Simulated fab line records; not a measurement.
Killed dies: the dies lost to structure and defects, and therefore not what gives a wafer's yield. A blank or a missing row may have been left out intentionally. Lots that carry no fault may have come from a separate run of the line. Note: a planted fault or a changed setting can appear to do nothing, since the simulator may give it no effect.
fab line records + flow sky130
record:
- lots: 6
- wafers: 18
- lastDay: 50
route steps=708 shown VIA2@525 METAL3@532 CAPM@537 PAD_OPEN@708
lots with no fault: from the same line, run without faults
startH: start of the lot's first displayed wafer, in hours after the record's first day + waitH: time in hours since the lot's previous step + " repeats the value in the row above + L1.1+2: several wafers, shown together as one row + - no value present, or no start provided + * or withheld: withheld + < > ~ a bound
route shown NAME@n: a module of which the file shows steps, and the number in the route of the first + usual: the fault-free wafers' mean and standard deviation + same: alike in all rows + chamber/n: place in a boat + sites: the reading at each site + _std_site: the standard deviation of these + _edge_site: inner sites' mean taken away from outer sites' mean + radiusMm: for every site, how far away it sits from the centre of the wafer + mask NAME#n: copy n + behind: the tool/chamber that last shaped the wafer + hold: cause of the lot's hold/its duration in hours/its outcome + device: whichever transistor did not switch (one of n, p or np) + end of line: tests of these same wafers at the route's end + a step given without rows: its recipe and nothing more + killed: dies that structure and defects cost at the first sort, which is not the same as the wafer's yield + map: shows each die of a wafer: x if killed, . if not, _ if none is there
set.NAME: the setting the step ran with; set.NAME@STEP: the setting that earlier step ran with + model.NAME: the simulator's own value behind a step, which no gauge read
certain route steps with their lots: each step a table, each wafer a row
services: from which hour (startH, from the record's first day; less than 0 if before it) a tool's chamber was out of use, for how many hours, and why
== steps ==
step: SKY_VIA2_CLEAN_18
recipe:
- chemistry: IPA
- timeS: 180
- tempC: 25
step: SKY_VIA2_CLEAN_19
recipe:
- chemistry: O3/DIW
- dry: n2Spin
step: SKY_VIA2_SPUTTER_20
recipe:
- material: TiN
- targetThkNm: 20
- chamberPressurePa: 5
- powerW: 4000
- timeS: 80
usual:
- throttleValvePct: 29.6/1.3
| lot.wafer | tool          | chamber | startH | waitH | throttleValvePct |
|-----------|---------------|---------|--------|-------|------------------|
| L474.2    | pvdSputter-02 | -       | 870.50 | 0.0   | 26.5             |
| L474.5    | "             | -       | "      | "     | 28.8             |
| L474.6    | "             | -       | "      | "     | 29.8             |
| L476.1    | pvdSputter-01 | -       | 882.59 | 0.0   | 29.6             |
| L476.4    | "             | -       | "      | "     | 30.2             |
| L476.6    | "             | -       | "      | "     | 30.3             |
| L479.1    | pvdSputter-02 | -       | 900.99 | 0.0   | 31.5             |
| L479.3    | "             | -       | "      | "     | 28.6             |
| L479.4    | "             | -       | "      | "     | 26.4             |
| L483.3    | pvdSputter-01 | -       | 932.84 | 0.0   | 29.0             |
| L483.4    | "             | -       | "      | "     | 29.9             |
| L483.6    | "             | -       | "      | "     | 29.6             |
| L485.4    | pvdSputter-02 | -       | 947.07 | 0.0   | 26.3             |
| L485.5    | "             | -       | "      | "     | 28.5             |
| L485.6    | "             | -       | "      | "     | 31.3             |
| L493.2    | pvdSputter-01 | -       | 999.70 | 0.0   | 30.0             |
| L493.3    | "             | -       | "      | "     | 30.4             |
| L493.6    | "             | -       | "      | "     | 29.9             |
step: SKY_VIA2_CVD_21
recipe:
- material: W
- targetThkNm: 420
- timeS: 126.4
- tempC: 400
- pressureTorr: 40
step: SKY_VIA2_RS_MEAS_22
recipe:
- thkMeasGauge: four-point-probe
- reads: W_of_VIA2_CVD_21+TiN_of_VIA2_SPUTTER_20
usual:
- VIA2_W_RS: 0.2736/0.0023
| lot.wafer | tool         | chamber | startH | waitH | VIA2_W_RS[ohm/sq] |
|-----------|--------------|---------|--------|-------|-------------------|
| L474.2    | filmMetro-03 | -       | 870.84 | 0.2   | 0.2702            |
| L474.5    | "            | -       | "      | "     | 0.2728            |
| L474.6    | "            | -       | "      | "     | 0.2701            |
| L476.1    | filmMetro-04 | -       | 882.78 | 0.1   | 0.2742            |
| L476.4    | "            | -       | "      | "     | 0.2750            |
| L476.6    | "            | -       | "      | "     | 0.2753            |
| L479.1    | filmMetro-04 | -       | 901.18 | 0.1   | 0.2754            |
| L479.3    | "            | -       | "      | "     | 0.2733            |
| L479.4    | "            | -       | "      | "     | 0.2760            |
| L483.3    | filmMetro-04 | -       | 933.07 | 0.1   | 0.2733            |
| L483.4    | "            | -       | "      | "     | 0.2696            |
| L483.6    | "            | -       | "      | "     | 0.2741            |
| L485.4    | filmMetro-02 | -       | 947.29 | 0.1   | 0.2710            |
| L485.5    | "            | -       | "      | "     | 0.2717            |
| L485.6    | "            | -       | "      | "     | 0.2727            |
| L493.2    | filmMetro-03 | -       | 999.91 | 0.1   | 0.2724            |
| L493.3    | "            | -       | "      | "     | 0.2727            |
| L493.6    | "            | -       | "      | "     | 0.2753            |
step: SKY_VIA2_THK_MEAS_23
recipe:
- thkMeasGauge: xrf
- reads: W_of_VIA2_CVD_21
usual:
- VIA2_W_THK: 419/5.9
| lot.wafer | tool         | chamber | startH  | waitH | VIA2_W_THK[nm] |
|-----------|--------------|---------|---------|-------|----------------|
| L474.2    | filmMetro-03 | -       | 870.95  | 0.1   | 427            |
| L474.5    | "            | -       | "       | "     | 432            |
| L474.6    | "            | -       | "       | "     | 434            |
| L476.1    | filmMetro-04 | -       | 882.90  | 0.1   | 416            |
| L476.4    | "            | -       | "       | "     | 412            |
| L476.6    | "            | -       | "       | "     | 411            |
| L479.1    | filmMetro-04 | -       | 901.30  | 0.1   | 413            |
| L479.3    | "            | -       | "       | "     | 414            |
| L479.4    | "            | -       | "       | "     | 414            |
| L483.3    | filmMetro-04 | -       | 933.17  | 0.1   | 418            |
| L483.4    | "            | -       | "       | "     | 426            |
| L483.6    | "            | -       | "       | "     | 416            |
| L485.4    | filmMetro-02 | -       | 947.38  | 0.1   | 426            |
| L485.5    | "            | -       | "       | "     | 424            |
| L485.6    | "            | -       | "       | "     | 423            |
| L493.2    | filmMetro-03 | -       | 1000.02 | 0.1   | 423            |
| L493.3    | "            | -       | "       | "     | 424            |
| L493.6    | "            | -       | "       | "     | 419            |
step: SKY_VIA2_CMP_24
recipe:
- stopOn: SiO2
- tOverpolishS: 20
- downForcePsi: 3.5
- platenRpm: 60
- targetThkNm: 0
- padVelocityMS: 0.94248
usual:
- motorCurrentA: 11.2/0.88
- overpolishRunS: 20.001/0.0093
- timeToEndpointS: 102.2/3
| lot.wafer | tool   | chamber | startH  | waitH | motorCurrentA | overpolishRunS | timeToEndpointS |
|-----------|--------|---------|---------|-------|---------------|----------------|-----------------|
| L474.2    | cmp-02 | 1       | 871.30  | 0.3   | 11.5          | 19.998         | 108.3           |
| L474.6    | "      | 3       | "       | "     | 11.2          | 19.992         | 103.5           |
| L474.5    | "      | 0       | "       | "     | 10.1          | 19.994         | 101.4           |
| L476.1    | cmp-01 | 2       | 883.06  | 0.1   | 10.3          | 20.000         | 110.1           |
| L476.4    | "      | 3       | "       | "     | 11.6          | 19.998         | 104.4           |
| L476.6    | "      | 1       | "       | "     | 12.4          | 20.000         | 106.9           |
| L479.3    | cmp-02 | 2       | 901.36  | 0.0   | 11.7          | 20.006         | 102.9           |
| L479.4    | "      | 0       | "       | "     | 9.2           | 19.994         | 102.5           |
| L479.1    | "      | 1       | "       | "     | 10.9          | 20.000         | 104.1           |
| L483.3    | cmp-02 | 3       | 933.26  | 0.1   | 11.9          | 20.000         | 100.1           |
| L483.4    | "      | 0       | "       | "     | 10.1          | 20.017         | 100.3           |
| L483.6    | "      | 3       | "       | "     | 12.3          | 20.000         | 98.7            |
| L485.4    | cmp-01 | 3       | 947.55  | 0.2   | 11.4          | 19.990         | 104.9           |
| L485.5    | "      | 3       | "       | "     | 11.4          | 19.981         | 101.2           |
| L485.6    | "      | 0       | "       | "     | 10.6          | 20.008         | 98.4            |
| L493.2    | cmp-01 | 0       | 1000.07 | 0.0   | 11.1          | 19.994         | 103.0           |
| L493.3    | "      | 1       | "       | "     | 12.3          | 19.996         | 102.2           |
| L493.6    | "      | 0       | "       | "     | 10.6          | 19.990         | 99.5            |
step: SKY_METAL3_SPUTTER_00
recipe:
- material: Ti
- targetThkNm: 15
- powerW: 3000
- timeS: 10
- chamberPressurePa: 0.4
usual:
- throttleValvePct: 29.2/1.5
| lot.wafer | tool          | chamber | startH  | waitH | throttleValvePct |
|-----------|---------------|---------|---------|-------|------------------|
| L474.2    | pvdSputter-03 | -       | 871.50  | 0.1   | 30.2             |
| L474.5    | "             | -       | "       | "     | 27.9             |
| L474.6    | "             | -       | "       | "     | 29.8             |
| L476.1    | pvdSputter-03 | -       | 883.26  | 0.1   | 29.0             |
| L476.4    | "             | -       | "       | "     | 27.9             |
| L476.6    | "             | -       | "       | "     | 28.6             |
| L479.1    | pvdSputter-01 | -       | 901.66  | 0.1   | 30.1             |
| L479.3    | "             | -       | "       | "     | 29.2             |
| L479.4    | "             | -       | "       | "     | 29.9             |
| L483.3    | pvdSputter-02 | -       | 933.51  | 0.2   | 30.3             |
| L483.4    | "             | -       | "       | "     | 31.5             |
| L483.6    | "             | -       | "       | "     | 26.3             |
| L485.4    | pvdSputter-01 | -       | 947.85  | 0.2   | 29.8             |
| L485.5    | "             | -       | "       | "     | 29.8             |
| L485.6    | "             | -       | "       | "     | 29.4             |
| L493.2    | pvdSputter-02 | -       | 1000.37 | 0.2   | 31.4             |
| L493.3    | "             | -       | "       | "     | 30.1             |
| L493.6    | "             | -       | "       | "     | 26.5             |
step: SKY_METAL3_SPUTTER_01
recipe:
- material: TiN
- targetThkNm: 20
- powerW: 6500
- timeS: 16.7
- chamberPressurePa: 0.4
usual:
- throttleValvePct: 29.2/1.5
| lot.wafer | tool          | chamber | startH  | waitH | throttleValvePct |
|-----------|---------------|---------|---------|-------|------------------|
| L474.2    | pvdSputter-03 | -       | 871.53  | 0.0   | 30.2             |
| L474.5    | "             | -       | "       | "     | 27.6             |
| L474.6    | "             | -       | "       | "     | 30.0             |
| L476.1    | pvdSputter-03 | -       | 883.28  | 0.0   | 28.9             |
| L476.4    | "             | -       | "       | "     | 27.8             |
| L476.6    | "             | -       | "       | "     | 28.9             |
| L479.1    | pvdSputter-01 | -       | 901.68  | 0.0   | 29.8             |
| L479.3    | "             | -       | "       | "     | 29.5             |
| L479.4    | "             | -       | "       | "     | 29.6             |
| L483.3    | pvdSputter-02 | -       | 933.54  | 0.0   | 30.3             |
| L483.4    | "             | -       | "       | "     | 31.8             |
| L483.6    | "             | -       | "       | "     | 26.4             |
| L485.4    | pvdSputter-01 | -       | 947.88  | 0.0   | 29.7             |
| L485.5    | "             | -       | "       | "     | 29.9             |
| L485.6    | "             | -       | "       | "     | 29.4             |
| L493.2    | pvdSputter-02 | -       | 1000.39 | 0.0   | 31.6             |
| L493.3    | "             | -       | "       | "     | 30.5             |
| L493.6    | "             | -       | "       | "     | 26.5             |
step: SKY_METAL3_SPUTTER_02
recipe:
- material: AlCu
- targetThkNm: 735
- powerW: 10600
- timeS: 39.1
- chamberPressurePa: 0.4
step: SKY_METAL3_SPUTTER_03
recipe:
- material: Ti
- targetThkNm: 5
- powerW: 3000
- timeS: 3.3
- chamberPressurePa: 0.4
step: SKY_METAL3_SPUTTER_04
recipe:
- material: TiN
- targetThkNm: 70
- powerW: 6500
- timeS: 58.3
- chamberPressurePa: 0.4
usual:
- throttleValvePct: 29.2/1.5
| lot.wafer | tool          | chamber | startH  | waitH | throttleValvePct |
|-----------|---------------|---------|---------|-------|------------------|
| L474.2    | pvdSputter-03 | -       | 871.61  | 0.0   | 30.3             |
| L474.5    | "             | -       | "       | "     | 27.7             |
| L474.6    | "             | -       | "       | "     | 29.8             |
| L476.1    | pvdSputter-03 | -       | 883.37  | 0.0   | 28.8             |
| L476.4    | "             | -       | "       | "     | 27.5             |
| L476.6    | "             | -       | "       | "     | 28.9             |
| L479.1    | pvdSputter-01 | -       | 901.77  | 0.0   | 30.2             |
| L479.3    | "             | -       | "       | "     | 29.3             |
| L479.4    | "             | -       | "       | "     | 29.9             |
| L483.3    | pvdSputter-02 | -       | 933.62  | 0.0   | 30.2             |
| L483.4    | "             | -       | "       | "     | 31.3             |
| L483.6    | "             | -       | "       | "     | 26.2             |
| L485.4    | pvdSputter-01 | -       | 947.96  | 0.0   | 29.5             |
| L485.5    | "             | -       | "       | "     | 30.1             |
| L485.6    | "             | -       | "       | "     | 29.3             |
| L493.2    | pvdSputter-02 | -       | 1000.47 | 0.0   | 31.4             |
| L493.3    | "             | -       | "       | "     | 30.0             |
| L493.6    | "             | -       | "       | "     | 26.4             |
step: SKY_CAPM_CVD_00
recipe:
- material: SiO2
- targetThkNm: 15.5
- tempC: 400
- timeS: withheld
- rfW: 450
usual:
- heaterPowerW: 721/95
| lot.wafer | tool     | chamber | startH  | waitH | heaterPowerW |
|-----------|----------|---------|---------|-------|--------------|
| L474.2    | pecvd-03 | 2       | 871.66  | 0.0   | 535          |
| L474.5    | "        | 0       | "       | "     | 861          |
| L474.6    | "        | 2       | "       | "     | 508          |
| L476.1    | pecvd-02 | 1       | 883.42  | 0.0   | 621          |
| L476.4    | "        | 0       | "       | "     | 679          |
| L476.6    | "        | 1       | "       | "     | 623          |
| L479.1    | pecvd-02 | 0       | 901.82  | 0.0   | 663          |
| L479.3    | "        | 1       | "       | "     | 525          |
| L479.4    | "        | 1       | "       | "     | 538          |
| L483.3    | pecvd-03 | 1       | 933.67  | 0.0   | 882          |
| L483.4    | "        | 0       | "       | "     | 892          |
| L483.6    | "        | 2       | "       | "     | 585          |
| L483.3    | pecvd-03 | 1       | 933     | -     | 864          |
| L483.4    | "        | 0       | "       | "     | 889          |
| L483.6    | "        | 2       | "       | "     | 581          |
| L485.4    | pecvd-02 | 2       | 948.02  | 0.0   | 788          |
| L485.5    | "        | 1       | "       | "     | 597          |
| L485.6    | "        | 0       | "       | "     | 656          |
| L485.4    | pecvd-02 | 2       | 948     | -     | 788          |
| L485.5    | "        | 1       | "       | "     | 595          |
| L485.6    | "        | 0       | "       | "     | 642          |
| L493.2    | pecvd-01 | 0       | 1000.52 | 0.0   | 818          |
| L493.3    | "        | 2       | "       | "     | 653          |
| L493.6    | "        | 1       | "       | "     | 632          |
step: SKY_CAPM_THK_MEAS_01
recipe:
- reads: SiO2_of_CAPM_CVD_00
usual:
- CAPM_CVD_00_THK: 15.52/0.23
| lot.wafer | tool         | chamber | startH  | waitH | CAPM_CVD_00_THK[nm] |
|-----------|--------------|---------|---------|-------|---------------------|
| L474.2    | filmMetro-02 | -       | 871.69  | -     | 15.29               |
| L474.5    | "            | -       | "       | "     | 15.74               |
| L474.6    | "            | -       | "       | "     | 15.56               |
| L476.1    | filmMetro-02 | -       | 883.44  | -     | 15.52               |
| L476.4    | "            | -       | "       | "     | 15.43               |
| L476.6    | "            | -       | "       | "     | 15.81               |
| L479.1    | filmMetro-02 | -       | 901.84  | -     | 15.20               |
| L479.3    | "            | -       | "       | "     | 15.53               |
| L479.4    | "            | -       | "       | "     | 15.96               |
| L483.3    | filmMetro-01 | -       | 933.90  | -     | 30.62               |
| L483.4    | "            | -       | "       | "     | 30.93               |
| L483.6    | "            | -       | "       | "     | 30.96               |
| L485.4    | filmMetro-02 | -       | 948.25  | -     | 30.90               |
| L485.5    | "            | -       | "       | "     | 31.31               |
| L485.6    | "            | -       | "       | "     | 31.19               |
| L493.2    | filmMetro-01 | -       | 1000.55 | -     | 15.41               |
| L493.3    | "            | -       | "       | "     | 15.40               |
| L493.6    | "            | -       | "       | "     | 15.75               |
step: SKY_CAPM_SPUTTER_02
recipe:
- material: TiN
- targetThkNm: 200
- tempC: 300
- powerW: 6500
- timeS: 166.7
- chamberPressurePa: 0.4
step: SKY_PAD_OPEN_PROBE_99
usual:
- defectLimitedYield: 82.7/2.1
- killed_at_M0_to_M3: 43/7.2
- killed_at_M4_up: 3.0/1.7
- killedAtContacts: 24/5.3
- killedAtFrontEnd: 15/4.6
- killedAtOther: 0.3/0.5
- killedDies: 85/10
- killedOpen: 46/7.2
- killedShort: 39/6.4
same:
- grossDies: 492
- killedAtBackSide: 0
| lot.wafer | tool      | chamber | startH  | waitH | defectLimitedYield[%] | killed_at_M0_to_M3 | killed_at_M4_up | killedAtContacts | killedAtFrontEnd | killedAtOther | killedDies | killedOpen | killedShort | model.etest.tester.sortNPass | model.etest.tester.sortYieldPct | model.etest.tester.sort_bin_3_pct | model.etest.sonosUncharged.short | model.etest.mconChain.short | model.etest.sramNfetPass.short | model.etest.capMim2.short | model.etest.via4Chain.short |
|-----------|-----------|---------|---------|-------|-----------------------|--------------------|-----------------|------------------|------------------|---------------|------------|------------|-------------|------------------------------|---------------------------------|-----------------------------------|----------------------------------|-----------------------------|--------------------------------|---------------------------|-----------------------------|
| L474.2    | prober-02 | -       | 1094.66 | 0.1   | 81.3                  | 38                 | 1               | 32               | 21               | 0             | 92         | 45         | 47          | 400                          | 81.3                            | 1.016                             | 0                                | 0                           | 0                              | 0                         | 0                           |
| L474.5    | prober-02 | -       | 1094.81 | 0.2   | 83.9                  | 41                 | 1               | 25               | 12               | 0             | 79         | 40         | 39          | 413                          | 83.94                           | 0.813                             | 0                                | 0                           | 0                              | 0                         | 0                           |
| L474.6    | prober-02 | -       | 1094.86 | 0.2   | 80.7                  | 49                 | 1               | 29               | 16               | 0             | 95         | 60         | 35          | 397                          | 80.69                           | 0                                 | 0                                | 0                           | 0                              | 0                         | 0                           |
| L476.1    | prober-02 | -       | 1104.58 | 0.1   | 84.3                  | 35                 | 1               | 24               | 17               | 0             | 77         | 42         | 35          | 415                          | 84.35                           | 0.813                             | 0                                | 0                           | 0                              | 0                         | 0                           |
| L476.4    | prober-02 | -       | 1104.73 | 0.2   | 78.3                  | 49                 | 4               | 32               | 22               | 0             | 107        | 51         | 56          | 385                          | 78.25                           | 1.626                             | 0                                | 0                           | 0                              | 0                         | 0                           |
| L476.6    | prober-02 | -       | 1104.83 | 0.2   | 82.7                  | 38                 | 3               | 24               | 20               | 0             | 85         | 42         | 43          | 407                          | 82.72                           | 1.016                             | 0                                | 0                           | 0                              | 0                         | 0                           |
| L479.1    | prober-01 | -       | 1115.66 | 0.1   | 80.9                  | 52                 | 3               | 23               | 16               | 0             | 94         | 45         | 49          | 398                          | 80.89                           | 0.6098                            | 0                                | 0                           | 0                              | 0                         | 0                           |
| L479.3    | prober-01 | -       | 1115.76 | 0.2   | 85.4                  | 34                 | 4               | 22               | 12               | 0             | 72         | 35         | 37          | 420                          | 85.37                           | 1.829                             | 0                                | 0                           | 0                              | 0                         | 0                           |
| L479.4    | prober-01 | -       | 1115.81 | 0.2   | 82.7                  | 39                 | 4               | 32               | 10               | 0             | 85         | 44         | 41          | 407                          | 82.72                           | 0.6098                            | 0                                | 0                           | 0                              | 0                         | 0                           |
| L483.3    | prober-01 | -       | 1140.59 | 0.2   | 86.8                  | 29                 | 3               | 18               | 14               | 1             | 65         | 31         | 34          | 0                            | 0                               | 88.01                             | 1                                | 1                           | 1                              | 1                         | 1                           |
| L483.4    | prober-01 | -       | 1140.64 | 0.2   | 87.8                  | 36                 | 0               | 11               | 12               | 1             | 60         | 34         | 26          | 0                            | 0                               | 88.21                             | 1                                | 1                           | 1                              | 1                         | 1                           |
| L483.6    | prober-01 | -       | 1140.74 | 0.2   | 85.6                  | 29                 | 2               | 20               | 19               | 1             | 71         | 42         | 29          | 0                            | 0                               | 85.98                             | 1                                | 1                           | 1                              | 1                         | 1                           |
| L485.4    | prober-01 | -       | 1153.89 | 0.2   | 82.9                  | 46                 | 2               | 24               | 11               | 1             | 84         | 40         | 44          | 0                            | 0                               | 84.15                             | 1                                | 1                           | 1                              | 1                         | 1                           |
| L485.5    | prober-01 | -       | 1153.94 | 0.2   | 77.8                  | 59                 | 3               | 22               | 25               | 0             | 109        | 60         | 49          | 0                            | 0                               | 78.66                             | 1                                | 1                           | 1                              | 1                         | 1                           |
| L485.6    | prober-01 | -       | 1153.99 | 0.2   | 81.7                  | 53                 | 5               | 16               | 16               | 0             | 90         | 54         | 36          | 0                            | 0                               | 82.72                             | 1                                | 1                           | 1                              | 1                         | 1                           |
| L493.2    | prober-01 | -       | 1191.40 | 0.1   | 78.3                  | 54                 | 3               | 30               | 20               | 0             | 107        | 70         | 37          | 385                          | 78.25                           | 1.22                              | 0                                | 0                           | 0                              | 0                         | 0                           |
| L493.3    | prober-01 | -       | 1191.45 | 0.2   | 77.4                  | 55                 | 4               | 22               | 30               | 0             | 111        | 58         | 53          | 381                          | 77.44                           | 1.016                             | 0                                | 0                           | 0                              | 0                         | 0                           |
| L493.6    | prober-01 | -       | 1191.60 | 0.2   | 82.5                  | 42                 | 5               | 21               | 17               | 1             | 86         | 55         | 31          | 406                          | 82.52                           | 0.2033                            | 0                                | 0                           | 0                              | 0                         | 0                           |
killed by level:class
L474.2 CONTACT:geometricParticle:open=12 VIA1:geometricParticle:open=12 CONTACT:geometricParticle:short=8 METAL1:geometricParticle:short=8 FIELD_ISO:geometricParticle:open=6 FIELD_ISO:geometricParticle:short=6 LI_CONTACT:geometricParticle:open=6 METAL2:geometricParticle:short=5
L474.5 CONTACT:geometricParticle:open=12 METAL2:geometricParticle:short=9 LOCAL_INTERCONNECT:geometricParticle:short=5 METAL1:geometricParticle:short=5 VIA3:geometricParticle:open=5 CONTACT:geometricParticle:short=4 VIA1:geometricParticle:short=4 VIA2:geometricParticle:open=4
L474.6 CONTACT:geometricParticle:open=14 VIA1:geometricParticle:open=12 VIA3:geometricParticle:open=9 LI_CONTACT:geometricParticle:open=7 VIA2:geometricParticle:open=6 METAL1:geometricParticle:short=5 VIA1:geometricParticle:short=5 FIELD_ISO:geometricParticle:open=4
L476.1 VIA1:geometricParticle:open=9 CONTACT:geometricParticle:open=8 VIA3:geometricParticle:open=6 LI_CONTACT:geometricParticle:open=6 POLY_GATE:geometricParticle:short=5 CONTACT:geometricParticle:short=5 METAL1:geometricParticle:short=5 FIELD_ISO:geometricParticle:open=4
L476.4 VIA1:geometricParticle:open=15 CONTACT:geometricParticle:open=11 CONTACT:geometricParticle:short=9 POLY_GATE:geometricParticle:short=8 POLY_GATE:geometricParticle:open=7 METAL1:geometricParticle:short=7 METAL2:geometricParticle:short=7 LI_CONTACT:geometricParticle:open=5
L476.6 CONTACT:geometricParticle:open=11 VIA1:geometricParticle:open=7 POLY_GATE:geometricParticle:open=6 CONTACT:geometricParticle:short=6 METAL1:geometricParticle:short=6 FIELD_ISO:geometricParticle:short=5 LI_CONTACT:geometricParticle:open=5 METAL2:geometricParticle:short=5
L479.1 METAL2:geometricParticle:short=9 VIA3:geometricParticle:open=9 VIA2:geometricParticle:open=8 METAL1:geometricParticle:short=7 VIA1:geometricParticle:open=7 LI_CONTACT:geometricParticle:open=6 LOCAL_INTERCONNECT:geometricParticle:short=6 POLY_GATE:geometricParticle:short=5
L479.3 VIA1:geometricParticle:short=10 CONTACT:geometricParticle:open=7 LI_CONTACT:geometricParticle:open=6 LOCAL_INTERCONNECT:geometricParticle:short=6 FIELD_ISO:geometricParticle:open=5 VIA1:geometricParticle:open=5 METAL4:geometricParticle:short=4 VIA3:geometricParticle:open=4
L479.4 VIA1:geometricParticle:open=10 LI_CONTACT:geometricParticle:open=8 VIA3:geometricParticle:open=7 LI_CONTACT:geometricParticle:short=7 CONTACT:geometricParticle:open=7 FIELD_ISO:geometricParticle:open=6 LOCAL_INTERCONNECT:geometricParticle:short=6 METAL3:geometricParticle:short=5
L483.3 VIA2:geometricParticle:open=6 LI_CONTACT:geometricParticle:open=6 FIELD_ISO:geometricParticle:short=5 METAL2:geometricParticle:short=5 CONTACT:geometricParticle:open=4 CONTACT:geometricParticle:short=4 FIELD_ISO:geometricParticle:open=3 METAL3:geometricParticle:open=3
L483.4 VIA2:geometricParticle:open=9 CONTACT:geometricParticle:open=7 VIA1:geometricParticle:open=6 FIELD_ISO:geometricParticle:short=4 METAL2:geometricParticle:short=4 VIA3:geometricParticle:open=4 FIELD_ISO:geometricParticle:open=3 POLY_GATE:geometricParticle:short=3
L483.6 CONTACT:geometricParticle:open=11 VIA1:geometricParticle:open=10 FIELD_ISO:geometricParticle:short=5 POLY_GATE:geometricParticle:open=5 LI_CONTACT:geometricParticle:open=5 METAL1:geometricParticle:short=5 POLY_GATE:geometricParticle:short=4 VIA3:geometricParticle:open=4
L485.4 CONTACT:geometricParticle:open=10 VIA2:geometricParticle:open=8 METAL1:geometricParticle:short=7 VIA1:geometricParticle:open=7 FIELD_ISO:geometricParticle:short=4 POLY_GATE:geometricParticle:short=4 VIA2:geometricParticle:short=4 LOCAL_INTERCONNECT:geometricParticle:short=4
L485.5 VIA1:geometricParticle:open=11 CONTACT:geometricParticle:open=10 VIA3:geometricParticle:open=10 METAL2:geometricParticle:short=7 METAL1:geometricParticle:short=7 FIELD_ISO:geometricParticle:short=6 VIA1:geometricParticle:short=5 POLY_GATE:geometricParticle:short=5
L485.6 VIA1:geometricParticle:open=15 VIA2:geometricParticle:open=11 VIA3:geometricParticle:short=7 FIELD_ISO:geometricParticle:open=6 CONTACT:geometricParticle:open=6 LI_CONTACT:geometricParticle:open=4 METAL2:geometricParticle:short=4 VIA3:geometricParticle:open=4
L493.2 CONTACT:geometricParticle:open=15 VIA1:geometricParticle:open=14 VIA2:geometricParticle:open=12 METAL1:geometricParticle:short=7 VIA1:geometricParticle:short=7 VIA3:geometricParticle:open=7 FIELD_ISO:geometricParticle:open=5 POLY_GATE:geometricParticle:open=5
L493.3 VIA1:geometricParticle:open=19 FIELD_ISO:geometricParticle:short=13 VIA1:geometricParticle:short=9 CONTACT:geometricParticle:open=9 VIA3:geometricParticle:open=9 FIELD_ISO:geometricParticle:open=8 POLY_GATE:geometricParticle:short=4 LI_CONTACT:geometricParticle:open=4
L493.6 VIA1:geometricParticle:open=13 VIA2:geometricParticle:open=11 LI_CONTACT:geometricParticle:open=8 FIELD_ISO:geometricParticle:open=6 CONTACT:geometricParticle:open=6 VIA3:geometricParticle:open=4 METAL4:geometricParticle:short=4 FIELD_ISO:geometricParticle:short=3
== services ==
| tool          | chamber | startH | hours | kind   |
|---------------|---------|--------|-------|--------|
| pvdSputter-02 | -       | 848.86 | 2.2   | repair |
| cmp-01        | -       | 851.03 | 0.9   | repair |
| cmp-01        | -       | 857.49 | 1.8   | repair |
| cmp-01        | -       | 862.21 | 9.2   | pm     |
| cmp-02        | -       | 907.78 | 4.9   | pm     |
| pvdSputter-03 | -       | 911.40 | 2.3   | repair |
| cmp-01        | -       | 915.72 | 4.0   | pm     |
| pvdSputter-02 | -       | 922.04 | 4.1   | repair |
| cmp-01        | -       | 922.85 | 0.3   | repair |
| pecvd-03      | 1       | 934.04 | 8.8   | repair |
| pecvd-02      | 1       | 936.67 | 2.4   | repair |
| cmp-02        | -       | 938.69 | 9.6   | repair |
| pvdSputter-02 | -       | 941.44 | 5.5   | repair |
| cmp-01        | -       | 948.49 | 2.1   | repair |
| pvdSputter-02 | -       | 952.73 | 1.2   | repair |
| cmp-01        | -       | 957.59 | 0.3   | repair |
| cmp-01        | -       | 965.11 | 3.5   | repair |
| pecvd-03      | -       | 968.31 | 1.1   | repair |
| cmp-02        | -       | 977.60 | 4.2   | pm     |
| pvdSputter-03 | -       | 982.94 | 2.3   | repair |
| pecvd-02      | 2       | 985.87 | 6.4   | repair |
| pvdSputter-03 | -       | 990.50 | 90.0  | repair |
| pecvd-02      | 1       | 993.10 | 15.0  | repair |
| pecvd-03      | -       | 996.82 | 0.5   | repair |
== key ==
firstSign:
- step: SKY_CAPM_CVD_00
- reading: visit
- direction: added
effect:
- step: SKY_CAPM_THK_MEAS_01
- reading: CAPM_CVD_00_THK
- direction: up
- sigmas: 67
- usual: 15.52
- struck: 30.98
modelEffect:
- step: SKY_PAD_OPEN_PROBE_99
- value: etest.tester.sortNPass
- without: 412.5
- struck: 0
metAt SKY_CAPM_CVD_00
struckWafers L483.3,L483.4,L483.6,L485.4,L485.5,L485.6
fault:
- kind: repeatedStepWhole
- tool: pecvd-01,pecvd-02,pecvd-03
- chamber: -
- onsetH: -
- steps: SKY_CAPM_CVD_00
- times: 1
- scope: struckLotsOnly
